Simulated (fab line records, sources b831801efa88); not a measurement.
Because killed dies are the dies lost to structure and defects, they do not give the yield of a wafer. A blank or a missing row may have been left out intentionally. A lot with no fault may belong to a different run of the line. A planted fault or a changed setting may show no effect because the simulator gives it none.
Which of the tools did it? + flow gf180mcu + 13 lots, 39 wafers sampled, at 2 steps of a route of 602

## WHAT THE GAUGES READ, wafer by wafer
GF_V4_THK_MEAS_01.
| lot  | measured     | on            | V4_CVD_00_THK (nm) |
|------|--------------|---------------|--------------------|
| L888 | day 23 18:10 | film metro-01 | 604 588 589        |
| L889 | day 23 22:31 | film metro-04 | 604 584 605        |
| L890 | day 24 11:43 | film metro-04 | 599 596 596        |
| L891 | day 24 19:50 | film metro-04 | 600 595 588        |
| L892 | day 25 05:58 | film metro-02 | 602 610 599        |
| L893 | day 25 17:52 | film metro-04 | 611 603 602        |
| L894 | day 26 02:13 | film metro-01 | 590 587 597        |
| L896 | day 26 19:29 | film metro-04 | 596 604 601        |
| L897 | day 26 22:18 | film metro-02 | 610 609 610        |
| L898 | day 27 05:22 | film metro-01 | 601 598 599        |
| L900 | day 27 18:23 | film metro-04 | 590 603 593        |
| L905 | day 29 01:18 | film metro-02 | 598 594 597        |
| L909 | day 30 04:13 | film metro-01 | 600 592 595        |

## EACH LOT AND THE TOOL THAT RAN IT (in order: tool; ch and the chambers of the sampled wafers; start)
| lot  | GF_M3_SPUTTER_02             |
|------|------------------------------|
| L888 | pvd sputter-03, day 20 16:04 |
| L889 | pvd sputter-02, day 20 18:54 |
| L890 | pvd sputter-02, day 21 10:58 |
| L891 | pvd sputter-02, day 21 18:47 |
| L892 | pvd sputter-02, day 22 05:44 |
| L893 | pvd sputter-02, day 22 19:05 |
| L894 | pvd sputter-03, day 23 04:13 |
| L896 | pvd sputter-02, day 23 22:46 |
| L897 | pvd sputter-03, day 24 01:40 |
| L898 | pvd sputter-04, day 24 10:44 |
| L900 | pvd sputter-03, day 24 23:47 |
| L905 | pvd sputter-02, day 26 09:11 |
| L909 | pvd sputter-02, day 27 14:05 |
- GF_M3_SPUTTER_02: material AlCu, target thk 450 nm, time 23.9 s.

## AS READ BY THE TOOLS THEMSELVES (means over the sampled wafers that have a number; for cases with no such wafer, the mark the record gives instead)
GF_M3_SPUTTER_02.
| lot  | tool           | throttle valve pct (%) |
|------|----------------|------------------------|
| L888 | pvd sputter-03 | 30.1                   |
| L889 | pvd sputter-02 | 30.1                   |
| L890 | pvd sputter-02 | 30.2                   |
| L891 | pvd sputter-02 | 30.5                   |
| L892 | pvd sputter-02 | 30.4                   |
| L893 | pvd sputter-02 | 30.6                   |
| L894 | pvd sputter-03 | 29.6                   |
| L896 | pvd sputter-02 | 30.4                   |
| L897 | pvd sputter-03 | 30.0                   |
| L898 | pvd sputter-04 | 30.8                   |
| L900 | pvd sputter-03 | 29.6                   |
| L905 | pvd sputter-02 | 29.6                   |
| L909 | pvd sputter-02 | 30.5                   |

## THE ANSWER, worked out from the rows above alone
Rule: the lots themselves supply what counts as usual. Put in order of their means at a reading, lots are off if they are a third of the lots or fewer, leave a main group of 4 or more, and stand apart from it by a gap of 3 or more times the standard deviation of the main group's means; of several such gaps the widest counts. A main group whose means are all the same, to the digits that the tables above print for the reading, isn't used. Also off: a lot with no number at a reading for which 4 or more lots have one. Any other lot the step has rows for is counted as sound. Order of review: gauges by route order, followed by the tools' own readings, for which a lot's mean as printed above is used. The first step at which some lot is off is used, and at that step the reading that is off furthest; a lot without a number counts as furthest.
None of the lots is off at any reading shown; this tells nothing.

## WHAT THE SIMULATOR HAD PUT IN
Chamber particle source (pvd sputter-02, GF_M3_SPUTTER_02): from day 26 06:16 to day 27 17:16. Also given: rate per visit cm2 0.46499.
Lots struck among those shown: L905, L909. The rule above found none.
